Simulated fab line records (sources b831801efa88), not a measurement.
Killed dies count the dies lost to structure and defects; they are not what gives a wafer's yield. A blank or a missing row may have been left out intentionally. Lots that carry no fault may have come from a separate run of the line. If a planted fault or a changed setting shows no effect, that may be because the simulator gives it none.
fab line records | flow sfq_line
record lots=15 | wafers=45 | last_day=80
route steps=325 shown I0@56 I2@104 M3@128
lots that met no fault: taken from a fault-free run of the same line
start_h: the number of hours between the record's first day and the start of the first shown wafer of the lot | wait_h: time in hours since the lot's previous step | " same as the row above | L1.1+2: several wafers, shown together as one row | - no value, or no start was given | * or withheld: withheld | < > ~ a bound
route shown NAME@n: a module of which the file shows steps, and the number in the route of the first | usual: mean/standard deviation taken from wafers without a fault | same: alike in all rows | chamber/n: place in a boat | sites: readings site by site | _std_site: standard deviation of those values | _edge_site: the outer-site mean with the inner-site mean subtracted | radius_mm: how far each site lies from the wafer's centre | mask NAME#n: copy n | behind: the tool/chamber that last shaped the wafer | hold: why the lot was held/for how many hours/how that ended | device: transistor that didn't switch, given as n, p or np | end of line: the same wafers' tests at the end of the route | step lacking rows: just its recipe | killed: at the first sort, the dies lost to defects and structure; wafer yield is something else | map: a wafer's dies, x killed, . not, _ none there
set.NAME: the run value of the setting; set.NAME@STEP: its run value at that earlier step | model.NAME: the simulator's own value behind a step, which no gauge read
route steps across a sampled set of lots; one table per step, one row per wafer
services: from which hour (start_h, from the record's first day; less than 0 if before it) a tool's chamber was out of use, for how many hours, and why
## steps
# step SFQ_TRILAYER_I0_VIA_STRIP_STRIP_035
# recipe gas=O2 | power_w=200 | platen_temp_c=40 | overash_fraction=0.65 | chemistry=O2 | pressure_mtorr=50
# usual chamber_pressure_mTorr=50.00/0.045 | drypump_motor_current_A=5.3/0.39 | oes_product_au=1.005/0.014
lot.wafer | tool         | chamber | start_h | wait_h | chamber_pressure_mTorr | drypump_motor_current_A | oes_product_au | rf_hours_counter_h
L468.1    | rie_metal-01 | 0       | 223.60  | -      | 49.99                  | 5.1                     | 1.010          | 20
L468.3    | "            | 0       | "       | "      | 50.05                  | 5.1                     | 1.007          | -
L468.4    | "            | 1       | "       | "      | 49.99                  | 5.2                     | 1.018          | -
L469.1    | rie_metal-04 | 1       | 227.20  | -      | 50.07                  | 4.9                     | 1.012          | 178
L469.5    | "            | 1       | "       | "      | 49.92                  | 4.9                     | 1.006          | -
L469.6    | "            | 0       | "       | "      | 50.06                  | 5.1                     | 1.012          | -
L470.2    | rie_metal-02 | 0       | 230.80  | -      | 49.93                  | 5.7                     | 0.994          | 51
L470.3    | "            | 0       | "       | "      | 50.00                  | 5.8                     | 0.989          | -
L470.4    | "            | 1       | "       | "      | 49.95                  | 5.9                     | 0.986          | -
L471.1    | rie_metal-02 | 0       | 235.60  | -      | 50.00                  | 5.8                     | 0.977          | 52
L471.2    | "            | 1       | "       | "      | 49.91                  | 5.9                     | 0.977          | 14
L471.5    | "            | 0       | "       | "      | 49.99                  | 5.8                     | 0.989          | -
L472.4    | rie_metal-04 | 1       | 251.30  | -      | 50.08                  | 4.8                     | 1.004          | -
L472.5    | "            | 0       | "       | "      | 50.01                  | 5.1                     | 1.005          | -
L472.6    | "            | 1       | "       | "      | 50.09                  | 4.9                     | 1.007          | -
L473.3    | rie_metal-01 | 1       | 257.30  | -      | 49.94                  | 5.2                     | 1.011          | -
L473.4    | "            | 0       | "       | "      | 49.96                  | 5.1                     | 1.010          | -
L473.6    | "            | 0       | "       | "      | 50.01                  | 5.1                     | 1.011          | -
L474.1    | rie_metal-01 | 1       | 263.10  | -      | 49.98                  | 5.2                     | 1.020          | 180
L474.2    | "            | 0       | "       | "      | 50.04                  | 5.1                     | 1.001          | 26
L474.4    | "            | 1       | "       | "      | 49.98                  | 5.2                     | 1.008          | -
L477.4    | rie_metal-02 | 1       | 291.60  | -      | 50.01                  | 5.9                     | 0.989          | -
L477.5    | "            | 1       | "       | "      | 49.98                  | 5.9                     | 0.986          | -
L477.6    | "            | 0       | "       | "      | 50.07                  | 5.7                     | 0.989          | -
L478.1    | rie_metal-02 | 1       | 296.20  | -      | 49.98                  | 5.9                     | 0.989          | 25
L478.2    | "            | 0       | "       | "      | 50.03                  | 5.8                     | 1.000          | 63
L478.4    | "            | 1       | "       | "      | 50.03                  | 5.9                     | 0.992          | -
L479.1    | rie_metal-01 | 0       | 299.80  | -      | 50.05                  | 5.1                     | 1.001          | 31
L479.2    | "            | 0       | "       | "      | 50.01                  | 5.1                     | 1.002          | -
L479.4    | "            | 0       | "       | "      | 50.02                  | 5.1                     | 1.004          | -
L480.1    | rie_metal-01 | 0       | 304.60  | -      | 50.06                  | 5.1                     | 1.016          | 33
L480.3    | "            | 0       | "       | "      | 50.04                  | 5.1                     | 1.010          | -
L480.4    | "            | 0       | "       | "      | 49.98                  | 5.1                     | 1.007          | -
L481.1    | rie_metal-01 | 0       | 309.40  | -      | 50.00                  | 5.1                     | 1.017          | 34
L481.4    | "            | 0       | "       | "      | 49.98                  | 5.1                     | 1.023          | -
L481.5    | "            | 0       | "       | "      | 49.93                  | 5.1                     | 1.013          | -
L489.1    | rie_metal-02 | 1       | 383.04  | -      | 50.02                  | 5.9                     | 0.993          | 42
L489.2    | "            | 0       | "       | "      | 49.95                  | 5.7                     | 0.998          | 74
L489.6    | "            | 0       | "       | "      | 50.01                  | 5.8                     | 0.987          | -
L490.2    | rie_metal-04 | 1       | 384.22  | -      | 49.95                  | 4.8                     | 0.988          | 15
L490.4    | "            | 0       | "       | "      | 49.93                  | 5.1                     | 1.003          | -
L490.6    | "            | 1       | "       | "      | 50.03                  | 4.8                     | 0.999          | -
L491.1    | rie_metal-04 | 1       | 389.02  | -      | 50.05                  | 4.8                     | 0.991          | 16
L491.3    | "            | 1       | "       | "      | 49.97                  | 4.8                     | 0.980          | -
L491.5    | "            | 0       | "       | "      | 49.98                  | 5.1                     | 0.993          | -
# step SFQ_TRILAYER_I2_CMP_CMP_064
# recipe material=SiO2 | down_force_psi=3 | platen_rpm=60 | pad_velocity_m_s=0.94248
# usual motor_current_A=10.0/0.51 | platen_rpm=60.00/0.043 | slurry_flow_ml_min=150.0/0.47 | time_to_endpoint_s=216/10
lot.wafer | tool   | chamber | start_h | wait_h | motor_current_A | platen_rpm | slurry_flow_ml_min | time_to_endpoint_s
L468.4    | cmp-02 | 1       | 410.43  | 2.5    | 10.5            | 60.01      | 149.4              | 226
L468.1    | "      | 2       | "       | "      | 9.1             | 60.05      | 149.6              | 214
L468.3    | "      | 3       | "       | "      | 10.0            | 60.05      | 150.2              | 206
L469.1    | cmp-02 | 0       | 413.93  | 2.5    | 9.9             | 59.95      | 149.9              | 222
L469.5    | "      | 3       | 415.43  | 3.9    | 10.0            | 60.07      | 149.6              | 217
L469.6    | "      | 0       | "       | "      | 9.8             | 60.04      | 149.8              | 221
L470.4    | cmp-02 | 2       | 422.43  | 3.0    | 9.1             | 59.97      | 149.1              | 225
L470.3    | "      | 3       | "       | "      | 9.6             | 59.92      | 150.0              | 214
L470.2    | "      | 1       | 423.93  | 4.6    | 9.3             | 60.05      | 150.2              | 222
L471.2    | cmp-02 | 2       | 439.61  | 8.3    | 9.7             | 59.96      | 150.4              | 221
L471.1    | "      | 1       | 441.11  | 9.8    | 9.7             | 60.02      | 149.5              | 220
L471.5    | "      | 3       | 442.11  | 10.7   | 9.9             | 60.04      | 149.6              | 207
L472.4    | cmp-01 | 1       | 450.22  | 5.2    | 10.0            | 60.03      | 149.6              | 213
L472.6    | "      | 1       | 452.22  | 7.2    | 10.7            | 59.97      | 150.2              | 205
L472.5    | "      | 2       | "       | "      | 9.9             | 59.95      | 150.5              | 210
L473.4    | cmp-01 | 0       | 459.22  | 4.4    | 9.9             | 59.99      | 150.4              | 235
L473.3    | "      | 2       | 460.22  | 5.5    | 10.0            | 59.96      | 150.6              | 209
L473.6    | "      | 1       | 461.72  | 6.9    | 10.1            | 60.06      | 149.9              | 200
L474.1    | cmp-01 | 3       | 468.22  | 7.9    | 11.6            | 59.96      | 149.8              | 211
L474.4    | "      | 0       | "       | "      | 10.0            | 60.05      | 150.1              | 219
L474.2    | "      | 1       | "       | "      | 10.0            | 59.97      | 149.5              | 196
L477.4    | cmp-02 | 2       | 501.66  | 12.7   | 9.6             | 60.01      | 150.7              | 214
L477.5    | "      | 1       | 503.16  | 14.2   | 10.1            | 60.02      | 150.3              | 219
L477.6    | "      | 2       | "       | "      | 9.5             | 60.09      | 150.5              | 219
L478.4    | cmp-02 | 1       | 504.16  | 12.7   | 9.7             | 59.95      | 149.6              | 244
L478.2    | "      | 2       | "       | "      | 9.6             | 59.99      | 150.6              | 225
L478.1    | "      | 3       | "       | "      | 10.0            | 60.00      | 150.0              | 224
L479.4    | cmp-02 | 2       | 507.16  | 12.2   | 9.6             | 60.00      | 149.7              | 234
L479.1    | "      | 0       | 508.16  | 13.2   | 9.8             | 59.94      | 150.8              | 241
L479.2    | "      | 1       | "       | "      | 10.0            | 59.99      | 150.2              | 239
L480.1    | cmp-02 | 2       | 516.66  | 13.3   | 9.8             | 59.99      | 149.6              | 219
L480.4    | "      | 3       | "       | "      | 10.3            | 59.98      | 150.6              | 230
L480.3    | "      | 0       | "       | "      | 9.9             | 59.96      | 150.2              | 234
L481.4    | cmp-01 | 0       | 520.02  | 12.3   | 9.7             | 59.98      | 150.4              | 234
L481.1    | "      | 3       | 521.52  | 13.9   | 10.9            | 60.04      | 149.7              | 217
L481.5    | "      | 0       | "       | "      | 10.2            | 60.06      | 149.8              | 237
L489.2    | cmp-02 | 1       | 601.08  | 19.0   | 10.2            | 59.96      | 150.5              | 213
L489.1    | "      | 2       | "       | "      | 9.7             | 60.04      | 150.4              | 197
L489.6    | "      | 2       | 603.58  | 21.5   | 8.9             | 60.01      | 150.3              | 207
L490.2    | cmp-01 | 2       | 608.02  | 19.0   | 10.3            | 60.02      | 150.5              | 226
L490.4    | "      | 0       | 609.02  | 19.9   | 9.4             | 59.93      | 150.1              | 241
L490.6    | "      | 3       | 610.52  | 21.4   | 10.9            | 60.06      | 149.7              | 231
L491.1    | cmp-02 | 1       | 616.58  | 19.0   | 9.8             | 60.02      | 150.4              | 232
L491.3    | "      | 2       | "       | "      | 9.2             | 60.04      | 150.4              | 208
L491.5    | "      | 1       | 618.58  | 21.0   | 10.2            | 59.95      | 150.2              | 242
# step SFQ_TRILAYER_I2_METRO_MEASURE_065
# usual thk_nm=200.3/1.4
lot.wafer | tool          | chamber | start_h | wait_h | thk_nm
L468.1    | film_metro-02 | -       | 413.55  | 0.1    | 201.0
L468.3    | "             | -       | "       | "      | 201.1
L468.4    | "             | -       | "       | "      | 201.8
L469.1    | film_metro-02 | -       | 416.55  | 0.1    | 201.7
L469.5    | "             | -       | "       | "      | 199.8
L469.6    | "             | -       | "       | "      | 202.2
L470.2    | film_metro-01 | -       | 425.75  | 0.3    | 203.4
L470.3    | "             | -       | "       | "      | 200.0
L470.4    | "             | -       | "       | "      | 200.4
L471.1    | film_metro-01 | -       | 442.73  | 0.1    | 202.3
L471.2    | "             | -       | "       | "      | 200.2
L471.5    | "             | -       | "       | "      | 199.5
L472.4    | film_metro-03 | -       | 453.94  | 0.6    | 198.7
L472.5    | "             | -       | "       | "      | 199.7
L472.6    | "             | -       | "       | "      | 196.6
L473.3    | film_metro-03 | -       | 462.74  | 0.5    | 201.4
L473.4    | "             | -       | "       | "      | 202.1
L473.6    | "             | -       | "       | "      | 199.3
L474.1    | film_metro-03 | -       | 471.34  | 0.1    | 200.9
L474.2    | "             | -       | "       | "      | 198.4
L474.4    | "             | -       | "       | "      | 201.3
L477.4    | film_metro-01 | -       | 504.88  | 0.6    | 200.1
L477.5    | "             | -       | "       | "      | 201.6
L477.6    | "             | -       | "       | "      | 200.8
L478.1    | film_metro-01 | -       | 507.28  | 0.1    | 179.2
L478.2    | "             | -       | "       | "      | 180.6
L478.4    | "             | -       | "       | "      | 181.1
L479.1    | film_metro-03 | -       | 510.28  | 0.1    | 180.7
L479.2    | "             | -       | "       | "      | 181.3
L479.4    | "             | -       | "       | "      | 180.2
L480.1    | film_metro-01 | -       | 519.28  | 0.1    | 179.2
L480.3    | "             | -       | "       | "      | 181.8
L480.4    | "             | -       | "       | "      | 180.1
L481.1    | film_metro-01 | -       | 523.14  | 0.1    | 200.2
L481.4    | "             | -       | "       | "      | 201.7
L481.5    | "             | -       | "       | "      | 203.0
L489.1    | film_metro-01 | -       | 604.20  | 0.1    | 198.8
L489.2    | "             | -       | "       | "      | 201.4
L489.6    | "             | -       | "       | "      | 198.1
L490.2    | film_metro-01 | -       | 611.34  | 0.3    | 200.1
L490.4    | "             | -       | "       | "      | 201.5
L490.6    | "             | -       | "       | "      | 200.0
L491.1    | film_metro-03 | -       | 619.20  | 0.1    | 201.4
L491.3    | "             | -       | "       | "      | 200.1
L491.5    | "             | -       | "       | "      | 200.9
# step SFQ_I2_OVL_MEAS_918
# usual I2_OVL=-7/4.9
lot.wafer | tool       | chamber | start_h | wait_h | I2_OVL[nm]
L468.1    | overlay-02 | -       | 527.04  | 0.1    | -8
L468.3    | "          | -       | "       | "      | -8
L468.4    | "          | -       | "       | "      | -6
L469.1    | overlay-01 | -       | 530.64  | 0.1    | -8
L469.5    | "          | -       | "       | "      | -10
L469.6    | "          | -       | "       | "      | -10
L470.2    | overlay-02 | -       | 543.84  | 0.1    | 0
L470.3    | "          | -       | "       | "      | -2
L470.4    | "          | -       | "       | "      | -6
L471.1    | overlay-02 | -       | 553.97  | 0.1    | -7
L471.2    | "          | -       | "       | "      | -1
L471.5    | "          | -       | "       | "      | 0
L472.4    | overlay-02 | -       | 565.99  | 0.1    | -7
L472.5    | "          | -       | "       | "      | -7
L472.6    | "          | -       | "       | "      | -8
L473.3    | overlay-02 | -       | 571.98  | 0.1    | -14
L473.4    | "          | -       | "       | "      | -16
L473.6    | "          | -       | "       | "      | -12
L474.1    | overlay-02 | -       | 581.57  | 0.1    | -14
L474.2    | "          | -       | "       | "      | -7
L474.4    | "          | -       | "       | "      | -19
L477.4    | overlay-02 | -       | 607.89  | 0.1    | -7
L477.5    | "          | -       | "       | "      | -5
L477.6    | "          | -       | "       | "      | -6
L478.1    | overlay-02 | -       | 610.27  | 0.1    | 0
L478.2    | "          | -       | "       | "      | -1
L478.4    | "          | -       | "       | "      | -2
L479.1    | overlay-02 | -       | 613.87  | 0.1    | -9
L479.2    | "          | -       | "       | "      | -5
L479.4    | "          | -       | "       | "      | -9
L480.1    | overlay-02 | -       | 618.67  | 0.1    | -9
L480.3    | "          | -       | "       | "      | -2
L480.4    | "          | -       | "       | "      | -11
L481.1    | overlay-01 | -       | 623.47  | 0.1    | -7
L481.4    | "          | -       | "       | "      | -7
L481.5    | "          | -       | "       | "      | -7
L489.1    | overlay-01 | -       | 706.57  | 0.1    | -7
L489.2    | "          | -       | "       | "      | 0
L489.6    | "          | -       | "       | "      | 0
L490.2    | overlay-01 | -       | 711.38  | 0.1    | -4
L490.4    | "          | -       | "       | "      | 3
L490.6    | "          | -       | "       | "      | -8
L491.1    | overlay-01 | -       | 718.57  | 0.1    | -4
L491.3    | "          | -       | "       | "      | -9
L491.5    | "          | -       | "       | "      | -2
# step SFQ_TRILAYER_I2_VIA_ETCH_VIA_ETCH_070
# recipe target=SiO2 | stop_on=Nb | mask_material=PR | taper_deg=20 | chemistry=CHF3 | target_depth_nm=260 | source_w=500 | bias_w=80 | pressure_mtorr=30 | time_s=withheld
# usual chamber_pressure_mTorr=29.999/0.026 | drypump_motor_current_A=5.9/0.38 | oes_product_au=0.855/0.0057
lot.wafer | tool        | chamber | start_h | wait_h | chamber_pressure_mTorr | drypump_motor_current_A | oes_product_au
L468.1    | rie_diel-01 | 0       | 527.11  | 0.0    | 30.002                 | 5.6                     | 0.864
L468.3    | "           | 2       | "       | "      | 30.036                 | 5.8                     | 0.853
L468.4    | "           | 3       | "       | "      | 30.007                 | 6.2                     | 0.861
L469.1    | rie_diel-02 | 1       | 530.71  | 0.0    | 29.970                 | 5.5                     | 0.858
L469.5    | "           | 1       | "       | "      | 30.025                 | 5.4                     | 0.855
L469.6    | "           | 0       | "       | "      | 30.023                 | 6.1                     | 0.863
L470.2    | rie_diel-01 | 3       | 543.91  | 0.0    | 29.989                 | 6.2                     | 0.865
L470.3    | "           | 0       | "       | "      | 30.020                 | 5.6                     | 0.860
L470.4    | "           | 2       | "       | "      | 30.014                 | 5.8                     | 0.850
L471.1    | rie_diel-04 | 0       | 554.05  | 0.0    | 29.966                 | 5.7                     | 0.859
L471.2    | "           | 3       | "       | "      | 29.994                 | 5.3                     | 0.860
L471.5    | "           | 0       | "       | "      | 30.002                 | 5.7                     | 0.852
L472.4    | rie_diel-04 | 1       | 566.05  | 0.0    | 29.961                 | 6.6                     | 0.850
L472.5    | "           | 2       | "       | "      | 29.986                 | 6.0                     | 0.854
L472.6    | "           | 3       | "       | "      | 29.982                 | 5.3                     | 0.844
L473.3    | rie_diel-04 | 0       | 572.05  | 0.0    | 29.960                 | 5.7                     | 0.857
L473.4    | "           | 2       | "       | "      | 30.019                 | 6.0                     | 0.858
L473.6    | "           | 0       | "       | "      | 30.017                 | 5.7                     | 0.858
L474.1    | rie_diel-04 | 2       | 581.65  | 0.0    | 30.017                 | 6.0                     | 0.855
L474.2    | "           | 3       | "       | "      | 29.983                 | 5.3                     | 0.859
L474.4    | "           | 1       | "       | "      | 29.988                 | 6.6                     | 0.860
L477.4    | rie_diel-02 | 0       | 607.95  | 0.0    | 30.006                 | 6.0                     | 0.854
L477.5    | "           | 2       | "       | "      | 29.989                 | 5.8                     | 0.861
L477.6    | "           | 3       | "       | "      | 29.995                 | 5.8                     | 0.858
L478.1    | rie_diel-04 | 1       | 610.35  | 0.0    | 29.994                 | 6.6                     | 0.806
L478.2    | "           | 3       | "       | "      | 29.930                 | 5.3                     | 0.806
L478.4    | "           | 1       | "       | "      | 30.000                 | 6.6                     | 0.804
L479.1    | rie_diel-04 | 1       | 613.95  | 0.0    | 29.979                 | 6.6                     | 0.809
L479.2    | "           | 3       | "       | "      | 30.004                 | 5.3                     | 0.806
L479.4    | "           | 3       | "       | "      | 30.010                 | 5.3                     | 0.802
L480.1    | rie_diel-01 | 1       | 618.75  | 0.0    | 29.962                 | 5.8                     | 0.798
L480.3    | "           | 2       | "       | "      | 30.038                 | 5.8                     | 0.814
L480.4    | "           | 0       | "       | "      | 30.041                 | 5.6                     | 0.803
L481.1    | rie_diel-01 | 0       | 623.55  | 0.0    | 29.971                 | 5.6                     | 0.858
L481.4    | "           | 3       | "       | "      | 30.010                 | 6.2                     | 0.857
L481.5    | "           | 1       | "       | "      | 29.975                 | 5.8                     | 0.870
L489.1    | rie_diel-04 | 1       | 706.65  | 0.0    | 30.020                 | 6.6                     | 0.845
L489.2    | "           | 0       | "       | "      | 30.006                 | 5.7                     | 0.859
L489.6    | "           | 1       | "       | "      | 29.979                 | 6.6                     | 0.851
L490.2    | rie_diel-04 | 0       | 711.45  | 0.0    | 30.014                 | 5.7                     | 0.860
L490.4    | "           | 1       | "       | "      | 30.000                 | 6.6                     | 0.865
L490.6    | "           | 2       | "       | "      | 29.978                 | 6.0                     | 0.849
L491.1    | rie_diel-01 | 1       | 718.65  | 0.0    | 30.027                 | 5.8                     | 0.862
L491.3    | "           | 0       | "       | "      | 30.024                 | 5.6                     | 0.860
L491.5    | "           | 2       | "       | "      | 30.003                 | 5.8                     | 0.858
# step SFQ_M3_OVL_MEAS_921
# usual M3_OVL=-1/4.1
lot.wafer | tool       | chamber | start_h | wait_h | M3_OVL[nm]
L468.1    | overlay-02 | -       | 627.07  | 0.1    | -2
L468.3    | "          | -       | "       | "      | -4
L468.4    | "          | -       | "       | "      | -1
L469.1    | overlay-02 | -       | 629.47  | 0.1    | -6
L469.5    | "          | -       | "       | "      | -5
L469.6    | "          | -       | "       | "      | -10
L470.2    | overlay-02 | -       | 643.88  | 0.1    | -1
L470.3    | "          | -       | "       | "      | -2
L470.4    | "          | -       | "       | "      | -5
L471.1    | overlay-01 | -       | 654.22  | 0.1    | -9
L471.2    | "          | -       | "       | "      | -2
L471.5    | "          | -       | "       | "      | -5
L472.4    | overlay-02 | -       | 669.39  | 0.1    | -5
L472.5    | "          | -       | "       | "      | 2
L472.6    | "          | -       | "       | "      | 0
L473.3    | overlay-01 | -       | 675.38  | 0.1    | -1
L473.4    | "          | -       | "       | "      | 0
L473.6    | "          | -       | "       | "      | -2
L474.1    | overlay-02 | -       | 686.17  | 0.1    | -5
L474.2    | "          | -       | "       | "      | -10
L474.4    | "          | -       | "       | "      | -4
L477.4    | overlay-01 | -       | 707.79  | 0.1    | 5
L477.5    | "          | -       | "       | "      | -3
L477.6    | "          | -       | "       | "      | 1
L478.1    | overlay-01 | -       | 710.17  | 0.1    | 4
L478.2    | "          | -       | "       | "      | 5
L478.4    | "          | -       | "       | "      | 0
L479.1    | overlay-01 | -       | 714.97  | 0.1    | -6
L479.2    | "          | -       | "       | "      | -7
L479.4    | "          | -       | "       | "      | -4
L480.1    | overlay-01 | -       | 717.37  | 0.1    | 4
L480.3    | "          | -       | "       | "      | 6
L480.4    | "          | -       | "       | "      | 2
L481.1    | overlay-01 | -       | 722.17  | 0.1    | 4
L481.4    | "          | -       | "       | "      | 9
L481.5    | "          | -       | "       | "      | 4
L489.1    | overlay-01 | -       | 792.87  | 0.1    | 4
L489.2    | "          | -       | "       | "      | 2
L489.6    | "          | -       | "       | "      | 6
L490.2    | overlay-02 | -       | 796.48  | 0.1    | 2
L490.4    | "          | -       | "       | "      | 4
L490.6    | "          | -       | "       | "      | 0
L491.1    | overlay-02 | -       | 802.47  | 0.1    | -2
L491.3    | "          | -       | "       | "      | 1
L491.5    | "          | -       | "       | "      | -1
## services
tool          | chamber | start_h | hours | kind
rie_diel-04   | -       | 212.85  | 0.2   | repair
cmp-02        | -       | 213.45  | 0.8   | repair
cmp-02        | -       | 226.28  | 5.6   | pm
film_metro-01 | -       | 229.49  | 2.5   | pm
film_metro-01 | -       | 240.22  | 0.4   | pm
film_metro-01 | -       | 251.26  | 1.7   | pm
rie_diel-04   | 2       | 251.28  | 5.1   | repair
rie_diel-04   | 0       | 274.71  | 7.4   | repair
rie_diel-04   | 0       | 286.19  | 10.9  | repair
rie_diel-04   | -       | 287.09  | 0.8   | repair
rie_diel-04   | 1       | 303.30  | 36.5  | repair
rie_diel-04   | -       | 314.66  | 1.0   | repair
rie_diel-04   | -       | 332.86  | 0.4   | repair
rie_diel-04   | 1       | 360.34  | 26.8  | repair
film_metro-01 | -       | 361.41  | 2.1   | repair
cmp-02        | -       | 376.78  | 1.0   | repair
film_metro-01 | -       | 393.31  | 0.4   | pm
cmp-02        | -       | 406.43  | 4.0   | pm
cmp-02        | -       | 430.81  | 2.8   | repair
cmp-02        | -       | 466.61  | 4.3   | pm
cmp-02        | -       | 531.09  | 1.5   | repair
cmp-02        | -       | 537.23  | 1.7   | repair
cmp-02        | -       | 592.96  | 5.1   | pm
cmp-02        | -       | 634.55  | 3.7   | repair
## key
first_sign step=SFQ_TRILAYER_I2_CMP_CMP_064 | reading=time_to_endpoint_s | direction=up | sigmas=1.6 | usual=* | struck=*
effect step=SFQ_TRILAYER_I2_METRO_MEASURE_065 | reading=thk_nm | direction=down | sigmas=14 | usual=200.3 | struck=180.5
effect step=SFQ_TRILAYER_I2_VIA_ETCH_VIA_ETCH_070 | reading=oes_product_au | direction=down | sigmas=8.7 | usual=0.855 | struck=0.805
met_at SFQ_TRILAYER_I2_CMP_CMP_064
struck_lots L478,L479,L480
not_acting_at SFQ_TRILAYER_I0_VIA_STRIP_STRIP_035,SFQ_I2_OVL_MEAS_918,SFQ_M3_OVL_MEAS_921
fault kind=process_parameter_drift | tool=cmp-02 | chamber=- | onset_h=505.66 | steps=SFQ_TRILAYER_I2_CMP_CMP_064 | channel=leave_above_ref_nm | offset=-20 | shape=step | end_h=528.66 | acts_in=these_recipes_only | stated=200
